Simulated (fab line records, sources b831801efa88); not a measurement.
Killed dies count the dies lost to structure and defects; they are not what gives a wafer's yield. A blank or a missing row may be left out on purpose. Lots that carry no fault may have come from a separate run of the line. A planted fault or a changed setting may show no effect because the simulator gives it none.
fab line records | flow sky130
record: lots: 6 wafers: 18 lastDay: 50
route steps=708 shown VIA4@648 METAL5@661 PAD_OPEN@708
lots with no fault: from the same line, run without faults
startH: start of the lot's first displayed wafer, in hours after the record's first day | waitH: time in hours since the lot's previous step | " repeats the value in the row above | L1.1+2: a single row standing in for several wafers | - value missing, or start not given | * or withheld: withheld | < > ~ a bound
route shown NAME@n: NAME is a module with steps in the file, n the number in the route of the first one | usual: mean and standard deviation over wafers with no fault | same: alike in all rows | chamber/n: place in a boat | sites: the reading at each site | _std_site: standard deviation of those values | _edge_site: the outer-site mean with the inner-site mean subtracted | radiusMm: how far each site lies from the wafer's centre | mask NAME#n: copy n | behind: tool/chamber where the wafer was last shaped | hold: the reason the lot was held/the length of the hold in hours/how it ended | device: which transistor (n, p or np) failed to switch | end of line: at the end of the route, the tests of the same wafers | a step without rows: its recipe alone | killed: count of dies lost to structure and defects at first sort (not the wafer's yield) | map: per-die view of a wafer (x killed, . not killed, _ where there is no die)
set.NAME: the setting the step ran with; set.NAME@STEP: the setting that earlier step ran with | model.NAME: the simulator's own value behind a step, which no gauge read
a table for each step, a row for each wafer; lots at some steps of the route
services: when a tool's chamber went out of use (startH, in hours from the record's first day, below 0 if earlier), for how many hours, and the reason
== steps ==
step: SKY_VIA4_PEB_09
recipe: tempC: withheld timeS: * resist: NOVOLAK
step: SKY_VIA4_DEVELOP_10
recipe: resist: NOVOLAK developer: TMAH developTimeS: 60 devTempC: 23
step: SKY_VIA4_OVL_MEAS_11
usual: VIA4_OVL: 0.4/1.3
columns lot.wafer tool chamber startH waitH VIA4_OVL[nm]
L887.1 overlay-01 - 1010.45 0.1 -0.4
L887.3 " - " " -0.7
L887.4 " - " " -0.9
L893.1 overlay-01 - 1052.79 0.1 2.6
L893.4 " - " " 1.5
L893.6 " - " " 1.7
L902.3 overlay-02 - 1104.99 0.1 -1.4
L902.5 " - " " -1.5
L902.6 " - " " 0.6
L903.2 overlay-02 - 1108.21 0.1 -0.4
L903.4 " - " " -0.7
L903.6 " - " " -0.7
L904.1 overlay-02 - 1110.65 0.1 -1.0
L904.2 " - " " 1.4
L904.6 " - " " -0.7
L908.1 overlay-01 - 1144.38 0.1 2.0
L908.4 " - " " 0.3
L908.5 " - " " 2.1
step: SKY_VIA4_ETCH_12
recipe: target: SiO2 chemistry: C4F8/O2/Ar stopOn: TiN maskMaterial: NOVOLAK sourceW: 1500 biasW: 1200 pressureMtorr: 40 c4f8FlowSccm: withheld O2_flow_sccm: 6 Ar_flow_sccm: 300 timeS: withheld targetDepthA: 5800
usual: oesProductAu: 0.925/0.0046
columns lot.wafer tool chamber startH waitH oesProductAu
L887.1 rieDiel-02 3 1010.49 0.0 0.928
L887.3 " 0 " " 0.925
L887.4 " 2 " " 0.924
L893.1 rieDiel-03 1 1052.83 0.0 0.921
L893.4 " 2 " " 0.934
L893.6 " 1 " " 0.931
L902.3 rieDiel-04 1 1105.01 0.0 0.927
L902.5 " 2 " " 0.936
L902.6 " 3 " " 0.921
L903.2 rieDiel-04 0 1108.24 0.0 0.921
L903.4 " 1 " " 0.926
L903.6 " 3 " " 0.927
L904.1 rieDiel-02 2 1110.69 0.0 0.929
L904.2 " 0 " " 0.926
L904.6 " 3 " " 0.932
L908.1 rieDiel-03 0 1144.41 0.0 0.931
L908.4 " 2 " " 0.920
L908.5 " 2 " " 0.926
step: SKY_VIA4_STRIP_13
recipe: chemistry: O2/N2 powerW: 1400 pressureMtorr: 1500 platenTempC: withheld o2FlowSccm: 3000 n2FlowSccm: 300 overashFraction: 0.5
usual: drypumpMotorCurrentA: 5.77/0.12 oesProductAu: 0.710/0.0048 stripTimeToEndpointS: 12.800/0.027
columns lot.wafer tool chamber startH waitH drypumpMotorCurrentA oesProductAu rfHoursCounterH stripTimeToEndpointS
L887.1 plasmaAsher-01 0 1010.56 - 5.64 0.709 55 12.811
L887.3 " 0 " " 5.61 0.707 - 12.741
L887.4 " 1 " " 5.74 0.711 - 12.811
L893.1 plasmaAsher-01 0 1052.90 - 5.65 0.714 59 12.810
L893.4 " 1 " " 5.71 0.717 - 12.793
L893.6 " 0 " " 5.61 0.702 - 12.823
L902.3 plasmaAsher-01 1 1105.12 - 5.71 0.711 - 12.810
L902.5 " 0 " " 5.63 0.708 - 12.797
L902.6 " 1 " " 5.71 0.707 - 12.762
L903.2 plasmaAsher-02 1 1108.31 - 5.91 0.713 36 12.782
L903.4 " 0 " " 5.68 0.715 - 12.778
L903.6 " 1 " " 5.89 0.705 - 12.765
L904.1 plasmaAsher-02 0 1110.76 - 5.69 0.710 37 12.797
L904.2 " 1 " " 5.88 0.715 37 12.839
L904.6 " 0 " " 5.69 0.708 - 12.814
L908.1 plasmaAsher-04 1 1144.48 - 5.93 0.696 100 12.838
L908.4 " 1 " " 5.89 0.719 - 12.801
L908.5 " 1 " " 5.88 0.706 - 12.750
step: SKY_VIA4_STRIP_14
recipe: chemistry: postEtchResidueRemover timeS: 1200 tempC: 72.5
step: SKY_VIA4_CLEAN_15
recipe: chemistry: IPA timeS: 180 tempC: 25
step: SKY_VIA4_CLEAN_16
recipe: chemistry: O3/DIW dry: n2Spin
step: SKY_VIA4_SPUTTER_17
recipe: material: TiN targetThkNm: 20 chamberPressurePa: 5 powerW: 4000 timeS: 80
usual: throttleValvePct: 29.9/0.54
columns lot.wafer tool chamber startH waitH throttleValvePct
L887.1 pvdSputter-01 - 1011.15 0.0 29.0
L887.3 " - " " 29.7
L887.4 " - " " 30.0
L893.1 pvdSputter-01 - 1053.49 0.0 30.0
L893.4 " - " " 29.8
L893.6 " - " " 30.0
L902.3 pvdSputter-01 - 1105.72 0.0 29.0
L902.5 " - " " 28.9
L902.6 " - " " 29.9
L903.2 pvdSputter-04 - 1108.90 0.0 30.4
L903.4 " - " " 29.9
L903.6 " - " " 30.1
L904.1 pvdSputter-04 - 1111.93 0.0 30.3
L904.2 " - " " 29.8
L904.6 " - " " 30.0
L908.1 pvdSputter-01 - 1145.08 0.0 30.1
L908.4 " - " " 29.7
L908.5 " - " " 29.9
step: SKY_VIA4_CVD_18
recipe: material: W targetThkNm: 505 timeS: 152.14 tempC: 400 pressureTorr: 40
usual: heaterPowerOuterW: 496/44 heaterPowerW: 836/87
columns lot.wafer tool chamber startH waitH heaterPowerOuterW heaterPowerW sinceWetCleanH
L887.1 cvdW-01 1 1011.21 0.0 521 911 93
L887.3 " 1 " " 542 877 -
L887.4 " 0 " " 454 747 -
L893.1 cvdW-01 1 1053.56 0.0 528 889 136
L893.4 " 1 " " 524 888 -
L893.6 " 1 " " 524 870 -
L902.3 cvdW-01 0 1105.88 0.1 463 758 -
L902.5 " 0 " " 479 767 -
L902.6 " 0 " " 456 779 -
L903.2 cvdW-01 0 1108.96 0.0 468 764 191
L903.4 " 0 " " 464 784 -
L903.6 " 1 " " 523 912 -
L904.1 cvdW-02 1 1112.00 0.0 460 734 708
L904.2 " 0 " " 542 934 708
L904.6 " 0 " " 539 951 -
L908.1 cvdW-01 1 1145.14 0.0 542 895 227
L908.4 " 0 " " 457 775 -
L908.5 " 1 " " 549 918 -
step: SKY_VIA4_RS_MEAS_19
recipe: thkMeasGauge: four-point-probe reads: W_of_VIA4_CVD_18+TiN_of_VIA4_SPUTTER_17
usual: VIA4_W_RS: 0.227/0.004
columns lot.wafer tool chamber startH waitH VIA4_W_RS[ohm/sq]
L887.1 filmMetro-03 - 1011.36 0.1 0.224
L887.3 " - " " 0.226
L887.4 " - " " 0.226
L893.1 filmMetro-03 - 1053.71 0.1 0.225
L893.4 " - " " 0.226
L893.6 " - " " 0.225
L902.3 filmMetro-02 - 1106.12 0.2 0.226
L902.5 " - " " 0.228
L902.6 " - " " 0.226
L903.2 filmMetro-02 - 1109.15 0.1 0.227
L903.4 " - " " 0.226
L903.6 " - " " 0.229
L904.1 filmMetro-03 - 1112.15 0.1 0.219
L904.2 " - " " 0.227
L904.6 " - " " 0.230
L908.1 filmMetro-02 - 1145.29 0.1 0.224
L908.4 " - " " 0.229
L908.5 " - " " 0.224
step: SKY_VIA4_THK_MEAS_20
recipe: thkMeasGauge: xrf reads: W_of_VIA4_CVD_18
usual: VIA4_W_THK: 497/9
columns lot.wafer tool chamber startH waitH VIA4_W_THK[nm]
L887.1 filmMetro-03 - 1011.48 0.1 502
L887.3 " - " " 498
L887.4 " - " " 500
L893.1 filmMetro-03 - 1053.83 0.1 498
L893.4 " - " " 493
L893.6 " - " " 498
L902.3 filmMetro-02 - 1106.22 0.1 496
L902.5 " - " " 492
L902.6 " - " " 496
L903.2 filmMetro-02 - 1109.26 0.1 494
L903.4 " - " " 498
L903.6 " - " " 490
L904.1 filmMetro-03 - 1112.27 0.1 512
L904.2 " - " " 490
L904.6 " - " " 485
L908.1 filmMetro-02 - 1145.41 0.1 499
L908.4 " - " " 484
L908.5 " - " " 496
step: SKY_VIA4_CMP_21
recipe: stopOn: SiO2 tOverpolishS: 25 downForcePsi: 3.5 platenRpm: 60 targetThkNm: 0 padVelocityMS: 0.94248
usual: motorCurrentA: 10.9/0.85 overpolishRunS: 25.000/0.0089 platenRpm: 60.00/0.038 timeToEndpointS: 123/4.6
columns lot.wafer tool chamber startH waitH motorCurrentA overpolishRunS platenRpm timeToEndpointS
L887.3 cmp-02 2 1011.59 0.1 10.6 25.001 60.00 120
L887.4 " 3 " " 11.7 24.995 60.08 120
L887.1 " 0 " " 12.4 25.005 60.01 124
L893.4 cmp-01 1 1053.89 0.0 10.9 24.992 60.02 126
L893.1 " 3 " " 10.0 24.996 59.99 126
L893.6 " 1 " " 10.8 24.997 60.05 125
L902.3 cmp-01 2 1106.36 0.1 12.8 24.988 53.94 139
L902.5 " 0 " " 9.8 25.008 53.94 138
L902.6 " 1 " " 10.4 25.005 54.04 139
L903.2 cmp-02 1 1109.41 0.1 10.3 24.996 59.97 133
L903.4 " 2 " " 10.8 24.997 60.04 122
L903.6 " 0 " " 11.9 25.001 60.09 124
L904.2 cmp-01 1 1112.53 0.2 11.4 25.004 54.02 142
L904.1 " 2 " " 12.5 24.995 53.99 140
L904.6 " 0 " " 9.7 25.014 53.95 138
L908.4 cmp-02 1 1145.57 0.1 10.5 24.999 59.97 124
L908.1 " 2 " " 10.2 24.995 59.99 124
L908.5 " 3 " " 11.3 25.001 60.03 127
step: SKY_METAL5_SPUTTER_00
recipe: material: Ti targetThkNm: 15 powerW: 3000 timeS: 10 chamberPressurePa: 0.4
usual: throttleValvePct: 29.9/0.66
columns lot.wafer tool chamber startH waitH throttleValvePct
L887.1 pvdSputter-02 - 1011.84 0.1 30.4
L887.3 " - " " 29.4
L887.4 " - " " 29.4
L893.1 pvdSputter-03 - 1054.19 0.1 29.7
L893.4 " - " " 31.1
L893.6 " - " " 29.9
L902.3 pvdSputter-03 - 1106.56 0.1 29.4
L902.5 " - " " 29.5
L902.6 " - " " 31.1
L903.2 pvdSputter-01 - 1109.61 0.1 30.0
L903.4 " - " " 29.9
L903.6 " - " " 28.8
L904.1 pvdSputter-02 - 1112.73 0.1 30.5
L904.2 " - " " 29.2
L904.6 " - " " 30.3
L908.1 pvdSputter-03 - 1145.77 0.1 29.8
L908.4 " - " " 30.1
L908.5 " - " " 30.4
step: SKY_PAD_OPEN_PROBE_99
usual: defectLimitedYield: 82.5/2.1 killed_at_M0_to_M3: 43/7.7 killed_at_M4_up: 2.9/1.9 killedAtContacts: 24/5.9 killedAtFrontEnd: 16/5.1 killedAtOther: 0.3/0.63 killedDies: 86/10 killedOpen: 47/7.6 killedShort: 39/6.8 sort_bin_3_pad_short: 0.8/0.44 sort_bin_5_function: 10.4/1.6 sort_bin_6_memory: 6.3/1.1 sortNPass: 406/10 sortYieldPct: 82.5/2.1
same: grossDies: 492 killedAtBackSide: 0 sort_bin_4_leakage[%]: 0 sort_bin_8_speed[%]: 0
columns lot.wafer tool chamber startH waitH defectLimitedYield[%] killed_at_M0_to_M3 killed_at_M4_up killedAtContacts killedAtFrontEnd killedAtOther killedDies killedOpen killedShort sort_bin_3_pad_short[%] sort_bin_5_function[%] sort_bin_6_memory[%] sortNPass sortYieldPct[%]
L887.1 prober-01 - 1083.67 0.1 80.9 55 0 24 15 0 94 51 43 0.4 9.8 8.9 398 80.9
L887.3 prober-01 - 1083.77 0.2 83.1 47 3 22 10 1 83 44 39 1.6 9.3 5.9 409 83.1
L887.4 prober-01 - 1083.82 0.2 80.7 41 10 30 14 0 95 46 49 0.4 13.2 5.7 397 80.7
L902.3 prober-02 - 1164.77 0.2 81.1 47 0 26 20 0 93 45 48 0.4 12.0 6.5 399 81.1
L902.5 prober-02 - 1164.87 0.2 84.3 35 4 24 14 0 77 38 38 0.2 8.7 6.7 415 84.3
L902.6 prober-02 - 1164.92 0.2 80.3 44 5 27 21 0 97 56 40 1.0 10.8 7.9 395 80.3
killed by level:class
L887.1 VIA1:geometricParticle:open=11 METAL1:geometricParticle:short=11 VIA2:geometricParticle:open=9 VIA3:geometricParticle:open=9 LOCAL_INTERCONNECT:geometricParticle:short=7 METAL2:geometricParticle:short=6 LI_CONTACT:geometricParticle:open=5 CONTACT:geometricParticle:open=5
L887.3 LI_CONTACT:geometricParticle:open=9 VIA1:geometricParticle:open=8 CONTACT:geometricParticle:open=7 METAL2:geometricParticle:short=7 METAL1:geometricParticle:short=6 VIA2:geometricParticle:open=6 VIA2:geometricParticle:short=5 FIELD_ISO:geometricParticle:short=4
L887.4 CONTACT:geometricParticle:open=11 VIA1:geometricParticle:short=9 CONTACT:geometricParticle:short=8 METAL1:geometricParticle:short=8 VIA1:geometricParticle:open=7 LI_CONTACT:geometricParticle:open=5 METAL2:geometricParticle:short=5 FIELD_ISO:geometricParticle:open=4
L902.3 VIA1:geometricParticle:open=11 LI_CONTACT:geometricParticle:open=9 CONTACT:geometricParticle:open=6 METAL2:geometricParticle:short=6 VIA2:geometricParticle:open=6 FIELD_ISO:geometricParticle:short=5 FIELD_ISO:geometricParticle:open=5 VIA1:geometricParticle:short=5
L902.5 VIA1:geometricParticle:open=11 CONTACT:geometricParticle:open=8 METAL2:geometricParticle:short=6 LI_CONTACT:geometricParticle:open=5 VIA2:geometricParticle:open=5 FIELD_ISO:geometricParticle:short=4 LI_CONTACT:geometricParticle:short=4 CONTACT:geometricParticle:short=4
L902.6 VIA1:geometricParticle:open=18 CONTACT:geometricParticle:open=9 FIELD_ISO:geometricParticle:short=7 VIA3:geometricParticle:open=7 VIA2:geometricParticle:open=6 CONTACT:geometricParticle:short=5 POLY_GATE:geometricParticle:open=5 LI_CONTACT:geometricParticle:open=5
== services ==
columns tool chamber startH hours kind
rieDiel-02 - 992.20 0.8 repair
plasmaAsher-04 - 1002.08 1.7 repair
pvdSputter-01 - 1003.53 1.0 repair
plasmaAsher-04 - 1003.76 15.6 pm
pvdSputter-04 - 1006.84 6.4 repair
cvdW-01 0 1033.76 5.6 repair
rieDiel-02 0 1040.57 7.0 repair
rieDiel-03 0 1047.64 - clean
rieDiel-03 0 1047.64 16.5 scheduledDown
cmp-02 - 1065.22 0.4 repair
rieDiel-03 0 1076.08 3.4 repair
rieDiel-02 1 1084.16 49.7 repair
cmp-01 - 1084.22 4.0 pm
cmp-01 - 1088.22 - consumableReplace:conditioner
cmp-01 - 1088.22 - consumableReplace:pad
cvdW-02 1 1089.36 2.9 repair
cmp-02 - 1090.16 4.7 pm
cvdW-01 1 1103.96 2.8 repair
cmp-02 - 1105.76 2.4 repair
cmp-02 - 1111.71 9.2 repair
rieDiel-03 3 1113.51 6.5 repair
cmp-02 - 1121.94 3.9 repair
cmp-01 - 1126.09 5.2 pm
plasmaAsher-01 - 1144.01 3.3 repair
== key ==
firstSign: step: SKY_VIA4_CMP_21 reading: platenRpm direction: down sigmas: 99+ usual: 60.00 struck: 53.98
effect: step: SKY_VIA4_CMP_21 reading: timeToEndpointS direction: up sigmas: 3.4 usual: * struck: *
metAt SKY_VIA4_CMP_21
struckWafers L902.3,L902.5,L902.6,L904.1,L904.2,L904.6
onsetBetween 1053.89 1106.36
fault: kind: processParameterDrift tool: cmp-01 chamber: - onsetH: 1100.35 steps: SKY_VIA4_CMP_21 channel: platenRpm offset: -6 shape: step endH: 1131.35 actsIn: theseRecipesOnly stated: 60
